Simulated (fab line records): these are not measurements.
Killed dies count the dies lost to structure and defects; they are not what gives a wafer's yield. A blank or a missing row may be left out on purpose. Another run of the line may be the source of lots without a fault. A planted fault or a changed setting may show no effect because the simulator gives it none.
Code-filled problem report in 8D (eight disciplines) form ; flow gf180mcu ; the parts of the form that need people (team, actions taken, sign-off) are left out

1. THE ISSUE
On 3 wafers of 1 lot, run_length_s at GF_STI_WET_ETCH_17 has a mean of 918.9 s; fault-free wafers read 541.0 s, standard deviation 3. So: +99 or more standard deviations from the usual mean.
The step: etches Si3N4 in H3PO4, target depth 45 nm, time 514 s.
The first sign was on wafer L750.3 at day 3 18:50, on wet_bench-01. At this step, 39 wafers from 13 lots have a number in the record. By rule, "out" or "out of limits" means more than 4 standard deviations away from the usual mean. The other wafers with a number count as sound.

2. WHAT IT IS, AND WHAT IT ISN'T
question;is;is not
which readings at this step;run_length_s;-
which lots;L750;L742, L743, L746, L748, L755, L758, L759, L760, L761, L763, L764, L765
which wafers of those lots;all that have a number;-
read on which tools;wet_bench-01;wet_bench-02, wet_bench-04
when;from day 3 18:50;"up to then (12 sound wafers); but 24 sound wafers of L755, L758, L759, L760, L761, L763, L764, L765 came after"

3. THE SUSPECTS, EACH WITH WHAT RULES IT OUT
Counting: a tool at any process step up to the reading remains a suspect when it ran all the lots that are out and ran no sound lot after the first of those.
- wet_bench-01 at GF_STI_WET_ETCH_17 (etches Si3N4 in H3PO4, target depth 45 nm, time 514 s): ruled out as a lasting fault. Following L750 (day 3 18:50), the first lot on it that is out, the sound lots L763, L764, L765 were run on it.
Left after counting: nothing in the record.

4. THE CAUSE (what the simulator had put in)
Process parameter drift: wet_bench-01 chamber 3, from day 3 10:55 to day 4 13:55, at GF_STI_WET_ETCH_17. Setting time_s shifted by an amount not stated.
Counting ruled it out, wrongly.

5. SEQUENCE OF EFFECTS, ordered by route
Each row: a reading where the mean over the struck wafers with a number is more than 3 standard deviations away from the usual. Only readings for which the record gives a usual standard deviation are gone through. hours: the time from each lot's start at the first step in this table that gives one to its start at this step, as a median over the lots. sigmas: the change in usual standard deviations.
hours;step;reading;usual;on struck wafers;change;sigmas
0;GF_STI_WET_ETCH_17;run_length_s;541.0 s;918.9;+377.9;+99 or more
It contains these process steps:
- GF_STI_WET_ETCH_17: etches Si3N4 in H3PO4, target depth 45 nm, time 514 s.
Later measuring or inspecting steps at which every struck wafer that the step has a row for has a number for every such reading, and none has moved that far: GF_LVPWELL_TW_MEAS_11.

6. WHAT WOULD HAVE CAUGHT IT SOONER
The fault began at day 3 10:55; the first out-of-limits reading in this record came at day 3 18:50, 8 hours later.
